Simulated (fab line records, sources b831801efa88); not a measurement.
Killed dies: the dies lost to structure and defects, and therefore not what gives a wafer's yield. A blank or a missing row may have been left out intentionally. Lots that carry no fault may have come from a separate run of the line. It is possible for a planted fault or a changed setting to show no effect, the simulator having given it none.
Matching of chambers    flow sfq line    SFQ_TRILAYER_I2_CMP_CMP_064 on cmp-01 has 4 sister chambers
The step polishes SiO2. 8 wafers are shown with their chamber, then 7 later ones without.

WAFERS PAIRED WITH THEIR CHAMBERS
wafer   chamber  time to endpoint s (s)  motor current A (A)
L284.2  1        205                     9.8
L287.4  0        212                     9.6
L287.5  3        201                     9.3
L293.1  2        218                     9.9
L293.5  2        222                     9.7
L293.6  1        201                     9.4
L296.3  0        220                     9.8
L296.5  3        215                     9.6

WAFERS WITHOUT THEIR CHAMBER
wafer   time to endpoint s (s)  motor current A (A)
L296.6  226                     9.5
L297.2  207                     9.5
L297.1  216                     9.5
L297.3  209                     8.9
L301.4  210                     9.6
L301.5  203                     9.8
L301.6  215                     9.4

WHICH CHAMBER EACH WENT THROUGH
wafer   from the rows above                in truth
L296.6  can't be placed: 2 or 0 or 3       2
L297.2  can't be placed: 3 or 1 or 0       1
L297.1  can't be placed: 0 or 3 or 2 or 1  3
L297.3  can't be placed: 3 or 1 or 0       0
L301.4  can't be placed: 3 or 0 or 1 or 2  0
L301.5  can't be placed: 1 or 3 or 0 or 2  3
L301.6  can't be placed: 3 or 0 or 2 or 1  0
Correctly placed: 0 of 7. Not placeable from these rows: 7 (in 7, the candidates include the true chamber). 0 placed wrongly.
How it was worked out, from the rows above alone: a wafer's distance from a chamber is the root of the sum, over the readings, of the square of ((its reading less the chamber's mean) divided by the reading's scatter). If the next closest chamber is less than 2 further off than the closest, the wafer can't be placed; otherwise it belongs to the closest. Each chamber's mean is taken over the wafers shown for it. The scatter is the square root of a quotient: the sum, over the shown wafers, of each reading's squared deviation from its chamber's mean, divided by wafers minus chambers.
